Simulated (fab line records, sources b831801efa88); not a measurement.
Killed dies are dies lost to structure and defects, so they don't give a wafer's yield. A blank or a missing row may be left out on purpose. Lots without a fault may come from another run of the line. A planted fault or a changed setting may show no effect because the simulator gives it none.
A struck lot beside a sound one | flow gf180mcu | 16 steps out of a route of 602
Sound: wafers L871.1, L871.2, L871.4. Struck: wafer L886.2. (L886.1, L886.4 of the same lot were not struck and are left out.) The cause comes at the end.
At each step with rows: each side's tool, then ch and its chambers, then its first start. Under that, the readings that differ: sound wafers | struck wafers | difference of the means | sigmas: that difference in standard deviations of wafers without a fault.
alike: readings whose means differ by less than 2 such deviations, and words and numbers that are the same on both sides. not compared: withheld readings, readings that some wafer has no value for, bounds like >300 that may hide the same value, and numbers for which the record gives no deviation and whose values overlap.
The two part at a step that has a row with sigmas, a row that says differs or no value, or rows on one side only. Numbers that don't overlap but have no deviation are shown without sigmas and don't part them. A reading that every wafer of one side lacks parts them only if that side has two wafers or more.

first, 3 steps without rows for these wafers: GF_V3_EXPOSE_11 (exposes mask Via3, target cd 260 nm); GF_V3_PEB_12 (peb time 90 s); GF_V3_DEVELOP_13 (develop time 60 s).
GF_V3_CD_MEAS_14: target cd 260 nm.
  sound on cd_sem-01, day 24 19:23; struck on cd_sem-01, day 28 23:29
  alike: cd_nm
GF_V3_OVL_MEAS_15:
  sound on overlay-02, day 24 19:30; struck on overlay-01, day 28 23:36
  alike: V3_OVL
GF_V3_ETCH_16: etches BARC in N2/H2.
  sound on rie_diel-03 ch 0,1,3, day 24 19:32; struck on rie_diel-03 ch 0, day 28 23:38
  alike: drypump_motor_current_A, oes_product_au, throttle_valve_pct
GF_V3_ETCH_17: etches SiO2 in C4F8/O2/Ar, stops on TiN, target depth 635 nm.
  sound on rie_diel-03 ch 0,1,3; struck on rie_diel-03 ch 0
  alike: oes_product_au
GF_V3_STRIP_18: strips in O2/N2.
  sound on plasma_asher-02 ch 0,1, day 24 19:40; struck on plasma_asher-04 ch 0, day 28 23:46
  alike: drypump_motor_current_A, heater_power_w, oes_product_au
  not compared: rf_hours_counter_h
then, 2 steps without rows for these wafers: GF_V3_STRIP_19 (strips in post etch residue remover, time 1200 s); GF_V3_CLEAN_20 (cleans in DIW).
GF_V3_SPUTTER_21: material Ti, target thk 15 nm, time 80.02 s.
  sound on pvd_sputter-04, day 24 20:12; struck on pvd_sputter-04, day 29 00:18
  alike: throttle_valve_pct
then, 1 step without rows for these wafers: GF_V3_SPUTTER_22 (material TiN, target thk 10 nm, time 40 s).
GF_V3_CVD_23: deposits W, target thk 350 nm, time 104.9 s.
  sound on cvd_w-01 ch 0,1, day 24 20:18; struck on cvd_w-01 ch 0, day 29 00:24
  reading                          | sound             | struck | difference | sigmas
  model.W_of_V3_CVD_23.thk_nm (nm) | 350.7 353.8 351.6 | 327    | -25        |
  alike: heater_power_w
GF_V3_RS_MEAS_24: measures by four-point-probe.
  sound on film_metro-04, day 24 20:25; struck on film_metro-03, day 29 00:31
  reading          | sound             | struck | difference | sigmas
  V3_W_RS (ohm/sq) | 0.327 0.324 0.326 | 0.352  | +0.026     | +6
GF_V3_THK_MEAS_25: measures by xrf.
  sound on film_metro-04, day 24 20:32; struck on film_metro-03, day 29 00:38
  reading       | sound       | struck | difference | sigmas
  V3_W_THK (nm) | 354 356 353 | 329    | -25        | -4
GF_V3_CMP_26: polishes, stops on SiO2, t overpolish 15 s, target thk 0 nm.
  sound on cmp-02 ch 0,2,3, day 24 20:38; struck on cmp-01 ch 2, day 29 00:42
  reading                | sound    | struck | difference | sigmas
  time_to_endpoint_s (s) | 94 89 94 | 80     | -12        | -3
  alike: motor_current_A, slurry_filter_dp_kPa

WHERE THEY PART
First at GF_V3_RS_MEAS_24; last, within this record, at GF_V3_CMP_26.

WHY: what the simulator had put in
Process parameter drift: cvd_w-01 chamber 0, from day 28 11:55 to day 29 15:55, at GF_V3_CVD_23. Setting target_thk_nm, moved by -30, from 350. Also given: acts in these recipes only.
